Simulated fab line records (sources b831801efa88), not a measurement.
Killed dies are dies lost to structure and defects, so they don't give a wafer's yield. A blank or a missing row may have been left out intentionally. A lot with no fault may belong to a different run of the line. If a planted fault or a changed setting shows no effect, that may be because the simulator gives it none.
What tool caused it? || flow sky130 || Sampling: 13 lots, 39 wafers, 5 of 708 route steps

WHAT EACH GAUGE READ, for each wafer
SKY_NWELL_RS_MEAS_31: uses a four-point probe to measure.
{"lot": "L556", "measured": "day 5 07:16", "on": "film_metro-03", "PWDE_RS (ohm/sq)": "5273 5286 5252"}
{"lot": "L557", "measured": "day 5 15:40", "on": "film_metro-02", "PWDE_RS (ohm/sq)": "5256 5259 5257"}
{"lot": "L558", "measured": "day 6 00:19", "on": "film_metro-03", "PWDE_RS (ohm/sq)": "5312 5318 5300"}
{"lot": "L559", "measured": "day 6 10:11", "on": "film_metro-03", "PWDE_RS (ohm/sq)": "5316 5306 5292"}
{"lot": "L561", "measured": "day 7 00:24", "on": "film_metro-01", "PWDE_RS (ohm/sq)": "5254 5264 5284"}
{"lot": "L562", "measured": "day 7 04:00", "on": "film_metro-02", "PWDE_RS (ohm/sq)": "5264 5269 5262"}
{"lot": "L567", "measured": "day 8 00:56", "on": "film_metro-03", "PWDE_RS (ohm/sq)": "5278 5286 5296"}
{"lot": "L569", "measured": "day 8 08:28", "on": "film_metro-03", "PWDE_RS (ohm/sq)": "5334 5345 5320"}
{"lot": "L570", "measured": "day 8 14:30", "on": "film_metro-01", "PWDE_RS (ohm/sq)": "5279 5277 5284"}
{"lot": "L571", "measured": "day 8 20:32", "on": "film_metro-02", "PWDE_RS (ohm/sq)": "5265 5287 5275"}
{"lot": "L572", "measured": "day 9 03:05", "on": "film_metro-03", "PWDE_RS (ohm/sq)": "5303 5293 5276"}
{"lot": "L573", "measured": "day 9 08:21", "on": "film_metro-01", "PWDE_RS (ohm/sq)": "5278 5275 5278"}
{"lot": "L579", "measured": "day 11 01:08", "on": "film_metro-03", "PWDE_RS (ohm/sq)": "5257 5267 5261"}

SKY_VT_ADJUST_LVTN_TW_MEAS_10.
{"lot": "L556", "measured": "day 6 19:58", "on": "film_metro-02", "VT_ADJUST_LVTN_TW": "244.5 242.9 244.2"}
{"lot": "L557", "measured": "day 7 04:30", "on": "film_metro-04", "VT_ADJUST_LVTN_TW": "243.1 243.4 243.4"}
{"lot": "L558", "measured": "day 7 13:12", "on": "film_metro-02", "VT_ADJUST_LVTN_TW": "241.6 242.1 242.8"}
{"lot": "L559", "measured": "day 7 22:46", "on": "film_metro-02", "VT_ADJUST_LVTN_TW": "241.3 242.0 240.7"}
{"lot": "L561", "measured": "day 8 14:07", "on": "film_metro-03", "VT_ADJUST_LVTN_TW": "239.9 243.0 241.4"}
{"lot": "L562", "measured": "day 8 18:19", "on": "film_metro-04", "VT_ADJUST_LVTN_TW": "242.7 243.6 242.7"}
{"lot": "L567", "measured": "day 9 19:10", "on": "film_metro-02", "VT_ADJUST_LVTN_TW": "128.4 129.6 128.2"}
{"lot": "L569", "measured": "day 10 04:04", "on": "film_metro-03", "VT_ADJUST_LVTN_TW": "127.4 127.6 128.4"}
{"lot": "L570", "measured": "day 10 10:23", "on": "film_metro-03", "VT_ADJUST_LVTN_TW": "239.6 240.4 239.7"}
{"lot": "L571", "measured": "day 10 16:16", "on": "film_metro-02", "VT_ADJUST_LVTN_TW": "242.5 242.6 243.0"}
{"lot": "L572", "measured": "day 11 02:08", "on": "film_metro-04", "VT_ADJUST_LVTN_TW": "242.1 243.2 242.4"}
{"lot": "L573", "measured": "day 11 03:58", "on": "film_metro-04", "VT_ADJUST_LVTN_TW": "242.1 240.8 241.9"}
{"lot": "L579", "measured": "day 13 01:58", "on": "film_metro-03", "VT_ADJUST_LVTN_TW": "240.7 241.3 240.7"}

SKY_VT_ADJUST_LVTN_OVL_MEAS_18.
{"lot": "L556", "measured": "day 7 14:02", "on": "overlay-01", "VT_ADJUST_LVTN_01_OVL (nm)": "-1.2 0.1 1.1"}
{"lot": "L557", "measured": "day 7 22:07", "on": "overlay-02", "VT_ADJUST_LVTN_01_OVL (nm)": "1.9 0.2 0.4"}
{"lot": "L558", "measured": "day 8 06:43", "on": "overlay-02", "VT_ADJUST_LVTN_01_OVL (nm)": "3.0 0.6 2.5"}
{"lot": "L559", "measured": "day 8 18:59", "on": "overlay-02", "VT_ADJUST_LVTN_01_OVL (nm)": "2.8 0.7 1.3"}
{"lot": "L561", "measured": "day 9 10:37", "on": "overlay-02", "VT_ADJUST_LVTN_01_OVL (nm)": "2.1 0.6 2.3"}
{"lot": "L562", "measured": "day 9 15:23", "on": "overlay-01", "VT_ADJUST_LVTN_01_OVL (nm)": "2.2 0.0 0.2"}
{"lot": "L567", "measured": "day 10 17:01", "on": "overlay-02", "VT_ADJUST_LVTN_01_OVL (nm)": "0.8 1.6 2.2"}
{"lot": "L569", "measured": "day 11 02:44", "on": "overlay-02", "VT_ADJUST_LVTN_01_OVL (nm)": "0.6 0.0 0.2"}
{"lot": "L570", "measured": "day 11 09:08", "on": "overlay-02", "VT_ADJUST_LVTN_01_OVL (nm)": "2.0 2.3 2.0"}
{"lot": "L571", "measured": "day 11 15:13", "on": "overlay-02", "VT_ADJUST_LVTN_01_OVL (nm)": "0.2 -1.0 -1.6"}
{"lot": "L572", "measured": "day 12 02:38", "on": "overlay-02", "VT_ADJUST_LVTN_01_OVL (nm)": "1.9 2.0 2.2"}
{"lot": "L573", "measured": "day 12 03:25", "on": "overlay-01", "VT_ADJUST_LVTN_01_OVL (nm)": "-1.0 -0.3 -1.0"}
{"lot": "L579", "measured": "day 14 00:10", "on": "overlay-02", "VT_ADJUST_LVTN_01_OVL (nm)": "1.5 2.1 0.7"}

SKY_VT_ADJUST_HVTR_OVL_MEAS_08.
{"lot": "L556", "measured": "day 9 05:45", "on": "overlay-01", "VT_ADJUST_HVTR_OVL (nm)": "1.2 0.9 0.2"}
{"lot": "L557", "measured": "day 9 15:28", "on": "overlay-02", "VT_ADJUST_HVTR_OVL (nm)": "1.9 -0.2 0.6"}
{"lot": "L558", "measured": "day 10 02:31", "on": "overlay-02", "VT_ADJUST_HVTR_OVL (nm)": "0.2 0.4 0.4"}
{"lot": "L559", "measured": "day 10 14:39", "on": "overlay-02", "VT_ADJUST_HVTR_OVL (nm)": "-1.7 0.9 -0.3"}
{"lot": "L561", "measured": "day 11 08:52", "on": "overlay-01", "VT_ADJUST_HVTR_OVL (nm)": "0.8 3.1 2.4"}
{"lot": "L562", "measured": "day 11 13:23", "on": "overlay-02", "VT_ADJUST_HVTR_OVL (nm)": "-0.7 -0.8 0.4"}
{"lot": "L567", "measured": "day 12 15:54", "on": "overlay-02", "VT_ADJUST_HVTR_OVL (nm)": "-1.4 0.3 -1.0"}
{"lot": "L569", "measured": "day 13 03:56", "on": "overlay-01", "VT_ADJUST_HVTR_OVL (nm)": "2.8 0.6 1.3"}
{"lot": "L570", "measured": "day 13 09:08", "on": "overlay-01", "VT_ADJUST_HVTR_OVL (nm)": "0.6 0.2 -1.6"}
{"lot": "L571", "measured": "day 13 16:17", "on": "overlay-01", "VT_ADJUST_HVTR_OVL (nm)": "0.0 0.7 2.9"}
{"lot": "L572", "measured": "day 14 04:27", "on": "overlay-02", "VT_ADJUST_HVTR_OVL (nm)": "-0.3 -1.8 -0.7"}
{"lot": "L573", "measured": "day 14 06:28", "on": "overlay-01", "VT_ADJUST_HVTR_OVL (nm)": "2.8 2.6 1.6"}
{"lot": "L579", "measured": "day 16 05:25", "on": "overlay-01", "VT_ADJUST_HVTR_OVL (nm)": "1.0 0.9 1.8"}

EACH LOT AND THE TOOL THAT RAN IT (in order: tool; ch and the chambers of the sampled wafers; start)
{"lot": "L556", "SKY_VT_ADJUST_LVTN_IMPLANT_08": "implanter-01 ch 0, day 6 19:44"}
{"lot": "L557", "SKY_VT_ADJUST_LVTN_IMPLANT_08": "implanter-02 ch 0, day 7 04:15"}
{"lot": "L558", "SKY_VT_ADJUST_LVTN_IMPLANT_08": "implanter-01 ch 0, day 7 12:57"}
{"lot": "L559", "SKY_VT_ADJUST_LVTN_IMPLANT_08": "implanter-04 ch 0, day 7 22:33"}
{"lot": "L561", "SKY_VT_ADJUST_LVTN_IMPLANT_08": "implanter-02 ch 0, day 8 13:52"}
{"lot": "L562", "SKY_VT_ADJUST_LVTN_IMPLANT_08": "implanter-04 ch 0, day 8 18:04"}
{"lot": "L567", "SKY_VT_ADJUST_LVTN_IMPLANT_08": "implanter-01 ch 0, day 9 18:56"}
{"lot": "L569", "SKY_VT_ADJUST_LVTN_IMPLANT_08": "implanter-01 ch 0, day 10 03:50"}
{"lot": "L570", "SKY_VT_ADJUST_LVTN_IMPLANT_08": "implanter-02 ch 0, day 10 10:11"}
{"lot": "L571", "SKY_VT_ADJUST_LVTN_IMPLANT_08": "implanter-04 ch 0, day 10 16:01"}
{"lot": "L572", "SKY_VT_ADJUST_LVTN_IMPLANT_08": "implanter-02 ch 0, day 11 01:55"}
{"lot": "L573", "SKY_VT_ADJUST_LVTN_IMPLANT_08": "implanter-02 ch 0, day 11 03:43"}
{"lot": "L579", "SKY_VT_ADJUST_LVTN_IMPLANT_08": "implanter-01 ch 0, day 13 01:43"}
- SKY_VT_ADJUST_LVTN_IMPLANT_08

WHAT THE TOOLS THEMSELVES READ (means of the sampled wafers that have a number; where no wafer has one, the mark that the record gives instead)
SKY_VT_ADJUST_LVTN_IMPLANT_08.
{"lot": "L556", "tool": "implanter-01", "dose_ions_cm2": 1.5704e+12, "faraday_current_uA": 8.86}
{"lot": "L557", "tool": "implanter-02", "dose_ions_cm2": 1.5688e+12, "faraday_current_uA": 8.84}
{"lot": "L558", "tool": "implanter-01", "dose_ions_cm2": 1.5707e+12, "faraday_current_uA": 8.69}
{"lot": "L559", "tool": "implanter-04", "dose_ions_cm2": 1.5679e+12, "faraday_current_uA": 8.85}
{"lot": "L561", "tool": "implanter-02", "dose_ions_cm2": 1.5675e+12, "faraday_current_uA": 8.69}
{"lot": "L562", "tool": "implanter-04", "dose_ions_cm2": 1.5687e+12, "faraday_current_uA": 8.81}
{"lot": "L567", "tool": "implanter-01", "dose_ions_cm2": 1.5627e+11, "faraday_current_uA": 0.88}
{"lot": "L569", "tool": "implanter-01", "dose_ions_cm2": 1.5507e+11, "faraday_current_uA": 0.88}
{"lot": "L570", "tool": "implanter-02", "dose_ions_cm2": 1.5694e+12, "faraday_current_uA": 8.84}
{"lot": "L571", "tool": "implanter-04", "dose_ions_cm2": 1.5701e+12, "faraday_current_uA": 8.84}
{"lot": "L572", "tool": "implanter-02", "dose_ions_cm2": 1.5683e+12, "faraday_current_uA": 8.75}
{"lot": "L573", "tool": "implanter-02", "dose_ions_cm2": 1.5705e+12, "faraday_current_uA": 8.90}
{"lot": "L579", "tool": "implanter-01", "dose_ions_cm2": 1.5703e+12, "faraday_current_uA": 8.86}

THE ANSWER, worked out from the rows above alone
Rule: the lots themselves supply what counts as usual. The widest of any qualifying gaps counts: lots, ordered by their means at a reading, are off when they make up no more than a third of the lots, leave a main group of 4 or more, and stand apart from it by 3 or more times the standard deviation of that group's means. A main group whose means are all the same, to the digits that the tables above print for the reading, isn't used. Also off: a lot with no number at a reading for which 4 or more lots have one. All remaining lots with rows at the step are treated as sound. Order of review: gauges by route order, followed by the tools' own readings, for which a lot's mean as printed above is used. The first step at which some lot is off is used, and at that step the reading that is off furthest; a lot without a number counts as furthest.
Off: L567, L569, at SKY_VT_ADJUST_LVTN_TW_MEAS_10 (VT_ADJUST_LVTN_TW). Main group: mean 242.1, sd 1.1.
If a tool, at a process step before that reading, ran all the lots that are off and no sound lot after the first of them, it fits. The gauges at SKY_VT_ADJUST_LVTN_TW_MEAS_10 aren't tried: what is off there is off at SKY_VT_ADJUST_LVTN_IMPLANT_08 too, on other tools, and a gauge's error can't cause that. Not one of the candidates tried fits.

WHAT THE SIMULATOR PUT IN
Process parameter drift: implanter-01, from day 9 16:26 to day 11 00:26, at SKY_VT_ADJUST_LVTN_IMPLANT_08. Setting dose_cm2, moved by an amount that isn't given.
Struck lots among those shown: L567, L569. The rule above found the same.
